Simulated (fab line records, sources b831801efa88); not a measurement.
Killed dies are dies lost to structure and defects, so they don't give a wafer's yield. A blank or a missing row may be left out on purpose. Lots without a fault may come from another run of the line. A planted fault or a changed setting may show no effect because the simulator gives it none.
A struck lot beside a sound one | flow sky130 | 16 steps out of a route of 708
Sound: wafers L333.3, L333.4, L333.5. Struck: wafers L341.2, L341.3, L341.5. The cause comes at the end.
At each step with rows: each side's tool, then ch and its chambers, then its first start. Under that, the readings that differ: sound wafers | struck wafers | difference of the means | sigmas: that difference in standard deviations of wafers without a fault.
alike: readings whose means differ by less than 2 such deviations, and words and numbers that are the same on both sides. not compared: withheld readings, readings that some wafer has no value for, bounds like >300 that may hide the same value, and numbers for which the record gives no deviation and whose values overlap.
The two part at a step that has a row with sigmas, a row that says differs or no value, or rows on one side only. Numbers that don't overlap but have no deviation are shown without sigmas and don't part them. A reading that every wafer of one side lacks parts them only if that side has two wafers or more.

SKY_GATE_OXIDE_TW_MEAS_14:
  sound on film_metro-01, day 13 00:53; struck on film_metro-02, day 15 06:31
  alike: GATE_OXIDE_TW
then, 3 steps without rows for these wafers: SKY_GATE_OXIDE_CLEAN_15 (cleans in SC1/SC2, time 150 s); SKY_GATE_OXIDE_OXIDATION_16 (stabilise 600 s, purge 300 s, target thk 3.57 nm); SKY_POLY_GATE_CVD_00 (deposits poly-Si, target thk 180 nm, time 720 s).
SKY_POLY_GATE_THK_MEAS_01:
  sound on film_metro-04, day 13 09:52; struck on film_metro-01, day 15 09:23
  alike: POLY_GATE_CVD_00_THK
then, 7 steps without rows for these wafers: SKY_RES_PROTECT_DEHYDRATE_00 (time 60 s); SKY_RES_PROTECT_HMDS_01 (prime time 60 s); SKY_RES_PROTECT_COAT_02 (resist thk 1140 nm); SKY_RES_PROTECT_SOFTBAKE_03 (time 60 s); SKY_RES_PROTECT_EXPOSE_04 (exposes mask RPM, target cd 1270 nm); SKY_RES_PROTECT_PEB_05; SKY_RES_PROTECT_DEVELOP_06 (develop time 60 s).
SKY_POLY_GATE_IMPLANT_02:
  sound on implanter-02 ch 0, day 14 09:52; struck on implanter-01 ch 0, day 16 13:26
  reading       | sound                         | struck                        | difference | sigmas
  beam_on_s (s) | 36.2 35.9 36.3                | 26.9 27.9 28.1                | -8.5       | -8
  dose_ions_cm2 | 7.709e+15 7.704e+15 7.708e+15 | 5.658e+15 5.647e+15 5.649e+15 | -2.056e+15 | -99 or more
SKY_RES_PROTECT_STRIP_07: strips in O2/N2.
  sound on plasma_asher-01 ch 0,1, day 14 09:59; struck on plasma_asher-01 ch 0, day 16 13:34
  reading                      | sound             | struck            | difference | sigmas
  oes_product_au (a.u.)        | 0.509 0.520 0.515 | 0.532 0.535 0.543 | +0.022     | +4
  strip_time_to_endpoint_s (s) | 23.28 23.36 23.35 | 22.08 22.07 22.08 | -1.25      | -33
  alike: drypump_motor_current_A
  not compared: rf_hours_counter_h
SKY_RES_PROTECT_TW_MEAS_08:
  sound on film_metro-04, day 14 10:05; struck on film_metro-02, day 16 13:40
  alike: POLY_GATE_TW
-- the record jumps here: 30 days lie between the struck wafers' starts before and after (it left off in module RES_PROTECT and takes up again in module PAD_OPEN, whose first step shown is number 708 of the route) --
SKY_PAD_OPEN_PROBE_99:
  sound on prober-02, day 45 01:49; struck on prober-01, day 46 18:58
  reading                              | sound                | struck            | difference | sigmas
  model.etest.res_poly.line_ohm_um     | 516.7 509.3 517.7    | 674.4 673.1 673.5 | +159.1     |
  model.etest.licon_poly.rc_ohm        | 147.7 153.9 149      | 235.2 223.7 224.3 | +77.5      |
  model.etest.res_poly.rs_ohm_sq       | 48.52 49.24 47.85    | 63.08 62.77 62.93 | +14.39     |
  model.etest.res_poly.rs_ohm_sq_range | 0.7284 0.7236 0.9825 | 1.908 1.774 2.349 | +1.199     |
  alike: killed_at_M0_to_M3, killed_at_M4_up, killed_at_contacts, killed_at_front_end, killed_at_other, killed_dies, killed_open, killed_short

WHERE THEY PART
First at SKY_POLY_GATE_IMPLANT_02; last, within this record, at SKY_RES_PROTECT_STRIP_07. Later steps at which nothing parts them and some readings are alike: SKY_RES_PROTECT_TW_MEAS_08, SKY_PAD_OPEN_PROBE_99.

WHY: what the simulator had put in
Process parameter drift: implanter-01, from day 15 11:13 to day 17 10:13, at SKY_POLY_GATE_IMPLANT_02. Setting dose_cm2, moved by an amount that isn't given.
